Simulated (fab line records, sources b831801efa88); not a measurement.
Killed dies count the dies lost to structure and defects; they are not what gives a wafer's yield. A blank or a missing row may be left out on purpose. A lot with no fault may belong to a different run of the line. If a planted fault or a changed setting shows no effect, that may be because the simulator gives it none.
Problem report in the 8D (eight disciplines) form, filled by code + flow sky130 + the parts of the form that need people (team, actions taken, sign-off) are left out

== 1. PROBLEM STATEMENT ==
At SKY_METAL2_CD_MEAS_15, cdNm averages 208.6 nm over 9 wafers from 3 lots, while fault-free wafers read 140.3 nm, standard deviation 1.4. That is +49 standard deviations from the usual mean.
The step: target cd 140 nm.
First observed at day 39 13:08: wafer L757.3, on cdSem-02. Wafers with a number at this step in the record: 45, from 15 lots. By rule, "out" or "out of limits" means more than 4 standard deviations away from the usual mean. All remaining wafers that have a number are taken as sound.

== 2. WHAT IT IS; WHAT IT IS NOT ==
| question                    | is                     | is not                                                                                       |
|-----------------------------|------------------------|----------------------------------------------------------------------------------------------|
| which readings at this step | cdNm                   | -                                                                                            |
| which lots                  | L757, L759, L760       | L746, L747, L748, L749, L750, L755, L758, L761, L765, L766, L768, L769                       |
| which wafers of those lots  | all that have a number | -                                                                                            |
| read on which gauges        | cdSem-02               | cdSem-01                                                                                     |
| when                        | from day 39 13:08      | up to then (21 sound wafers); but 15 sound wafers of L761, L765, L766, L768, L769 came after |

== 3. WHAT RULES OUT EACH SUSPECT ==
Counting: any tool at a process step up to the reading is kept as a suspect provided that every lot that is out went through it and no sound lot did after the first of them.
- the gauge at SKY_METAL2_CD_MEAS_15 is ruled out. All the wafers that are out were read on cdSem-02, but those of them that SKY_METAL2_EXPOSE_12 has rows for are out there too, on other tools.
- krfScanner-02 at SKY_METAL2_EXPOSE_12 (exposes mask MM2, target cd 140 nm): kept. Every lot that is out went through it, starting with L757 (day 39 01:13), and after that it ran no sound lot; the last sound lot it ran before then is L755 (day 38 17:17). On those wafers its own readings are out: exposureDoseMJCm2.
After counting, what remains is krfScanner-02 at SKY_METAL2_EXPOSE_12.

== 4. THE CAUSE (what the simulator had put in) ==
Process parameter drift: krfScanner-02, from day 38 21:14 on, at SKY_METAL2_EXPOSE_12. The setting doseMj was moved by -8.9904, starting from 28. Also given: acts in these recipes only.
Counting left only this tool.

== 5. THE EFFECT CHAIN, in route order ==
Each row: a reading whose mean over the struck wafers that have a number lies more than 3 standard deviations from the usual. Only readings for which the record gives a usual standard deviation are gone through. hours: the time from each lot's start at the first step in this table that gives one to its start at this step, as a median over the lots. sigmas: the change in usual standard deviations.
| hours | step                  | reading           | usual    | on struck wafers | change | sigmas |
|-------|-----------------------|-------------------|----------|------------------|--------|--------|
| 0     | SKY_METAL2_EXPOSE_12  | exposureDoseMJCm2 | 28.19    | 19.55            | -8.64  | -32    |
| 12    | SKY_METAL2_CD_MEAS_15 | cdNm              | 140.3 nm | 208.6            | +68.3  | +49    |
Here are the process steps it includes:
- SKY_METAL2_EXPOSE_12: exposes mask MM2, target cd 140 nm.

== 6. WHAT WOULD HAVE CAUGHT IT SOONER ==
In this record the first reading out of limits at a measuring or inspecting step was taken at day 39 13:08, 16 hours after the fault began at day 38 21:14.
At SKY_METAL2_EXPOSE_12, the tool's own readings (exposureDoseMJCm2) were out on each struck wafer the step has a row for, so an alarm limit on them would have fired on the first such wafer.
L760, from the lots that are out (3), started SKY_METAL2_EXPOSE_12 on krfScanner-02 later than day 39 13:08. Holding the tool at that time would have saved it.
